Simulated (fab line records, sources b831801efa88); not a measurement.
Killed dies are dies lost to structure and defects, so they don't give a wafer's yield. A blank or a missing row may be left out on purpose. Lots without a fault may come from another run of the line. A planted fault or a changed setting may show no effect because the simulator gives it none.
Which tool did it? | flow sky130 | 14 lots, 42 wafers sampled, at 3 steps of a route of 708

WHAT THE GAUGES READ, wafer by wafer
SKY_POLY_GATE_CD_MEAS_13: target cd 150 nm. Usual: cd_nm 150.1 nm, standard deviation 1.5.
lot  | measured     | on        | cd_nm (nm)        | flag
L213 | day 16 04:05 | cd_sem-01 | 149.6 147.4 148.3 |
L214 | day 16 15:16 | cd_sem-02 | 150.1 150.8 152.0 |
L215 | day 17 04:31 | cd_sem-02 | 151.1 150.9 151.7 |
L217 | day 17 14:23 | cd_sem-01 | 149.5 149.8 150.2 |
L218 | day 17 21:01 | cd_sem-01 | 150.1 149.9 150.4 |
L219 | day 18 17:58 | cd_sem-01 | 150.3 148.4 149.7 |
L220 | day 19 14:02 | cd_sem-02 | 149.4 150.1 149.2 |
L223 | day 21 01:04 | cd_sem-01 | 150.2 151.7 150.8 |
L227 | day 21 21:09 | cd_sem-01 | 151.1 151.4 150.2 |
L229 | day 22 18:11 | cd_sem-02 | 148.5 147.8 147.8 |
L230 | day 23 04:56 | cd_sem-02 | 148.3 148.5 147.0 |
L231 | day 23 06:21 | cd_sem-02 | 148.4 149.0 147.8 |
L233 | day 24 01:04 | cd_sem-01 | 150.7 152.3 151.3 |
L236 | day 24 14:46 | cd_sem-02 | 149.2 150.5 151.8 |

SKY_SD_P_CD_MEAS_07: target cd 380 nm. Usual: cd_nm 379.9 nm, standard deviation 2.7.
lot  | measured     | on        | cd_nm (nm)        | flag
L213 | day 25 03:28 | cd_sem-02 | 378.6 380.1 379.3 |
L214 | day 25 21:14 | cd_sem-02 | 381.5 385.3 383.0 |
L215 | day 26 04:36 | cd_sem-01 | 379.0 378.1 379.2 |
L217 | day 26 14:13 | cd_sem-01 | 384.7 382.3 386.4 |
L218 | day 26 22:30 | cd_sem-01 | 379.3 379.0 379.3 |
L219 | day 27 18:33 | cd_sem-01 | 374.1 373.3 371.7 |
L220 | day 28 11:33 | cd_sem-01 | 382.5 383.3 379.9 |
L223 | day 29 19:58 | cd_sem-02 | 375.7 376.0 375.0 |
L227 | day 30 13:26 | cd_sem-01 | 377.8 378.2 381.9 |
L229 | day 31 10:00 | cd_sem-01 | 379.6 377.5 377.8 |
L230 | day 31 19:29 | cd_sem-01 | 379.8 379.7 379.9 |
L231 | day 31 20:07 | cd_sem-01 | 381.7 382.4 381.2 |
L233 | day 32 13:26 | cd_sem-01 | 379.5 378.2 380.0 |
L236 | day 33 00:38 | cd_sem-01 | 383.0 382.0 381.6 |

WHICH TOOL RAN EACH LOT (tool, then ch and the chambers of the sampled wafers, then the start)
lot  | SKY_FIELD_ISO_WET_ETCH_21
L213 | wet_bench-03 ch 3, day 2 06:56
L214 | wet_bench-03 ch 3, day 2 10:32
L215 | wet_bench-04 ch 2, day 2 15:46
L217 | wet_bench-04 ch 0, day 3 01:45
L218 | wet_bench-01 ch 0, day 3 08:53
L219 | wet_bench-03 ch 1, day 3 15:28
L220 | wet_bench-04 ch 3, day 3 20:32
L223 | wet_bench-04 ch 1, day 4 09:05
L227 | wet_bench-04 ch 0, day 5 05:42
L229 | wet_bench-01 ch 0, day 5 14:50
L230 | wet_bench-04 ch 3, day 6 01:56
L231 | wet_bench-03 ch 1, day 6 06:53
L233 | wet_bench-03 ch 1, day 6 16:46
L236 | wet_bench-04 ch 2, day 7 05:53
- SKY_FIELD_ISO_WET_ETCH_21: etches SiO2 in dHF, target depth 20 nm, time 400 s.

WHAT THE TOOLS THEMSELVES READ (means of the sampled wafers that have a number; where no wafer has one, the mark that the record gives instead)
SKY_FIELD_ISO_WET_ETCH_21. Usual: bath_heat_duty_pct 6.4 %, standard deviation 0.95; run_length_s 429 s, standard deviation 4.4.
lot  | tool         | bath_heat_duty_pct (%) | run_length_s (s) | flag
L213 | wet_bench-03 | 6.5                    | 434              |
L214 | wet_bench-03 | 6.9                    | 433              |
L215 | wet_bench-04 | 5.0                    | 435              |
L217 | wet_bench-04 | 6.8                    | 433              |
L218 | wet_bench-01 | -                      | -                | OFF
L219 | wet_bench-03 | -                      | -                | OFF
L220 | wet_bench-04 | -                      | -                | OFF
L223 | wet_bench-04 | 5.2                    | 427              |
L227 | wet_bench-04 | 6.4                    | 433              |
L229 | wet_bench-01 | 7.9                    | 423              |
L230 | wet_bench-04 | 5.5                    | 425              |
L231 | wet_bench-03 | 7.7                    | 428              |
L233 | wet_bench-03 | 6.9                    | 427              |
L236 | wet_bench-04 | 5.2                    | 426              |

THE ANSWER, worked out from the rows above alone
Rule: a lot is off if the mean of its wafers that have a number lies more than 3 standard deviations from the usual mean. A lot without any number at a reading at which 4 lots or more have one is off too. The other lots that the step has rows for count as sound. The gauges are gone through in route order, then the tools' own readings, and for those a lot's mean is taken as printed above. The first step at which some lot is off is used, and at that step the reading that is off furthest; a lot without a number counts as furthest.
Off: L218, L219, L220, at SKY_FIELD_ISO_WET_ETCH_21 (bath_heat_duty_pct). Without a number there: L218, L219, L220.
A tool fits if, at that step or a process step before it, it ran every lot that is off, and no sound lot after the first of them. None of those tried fits.

WHAT THE SIMULATOR HAD PUT IN
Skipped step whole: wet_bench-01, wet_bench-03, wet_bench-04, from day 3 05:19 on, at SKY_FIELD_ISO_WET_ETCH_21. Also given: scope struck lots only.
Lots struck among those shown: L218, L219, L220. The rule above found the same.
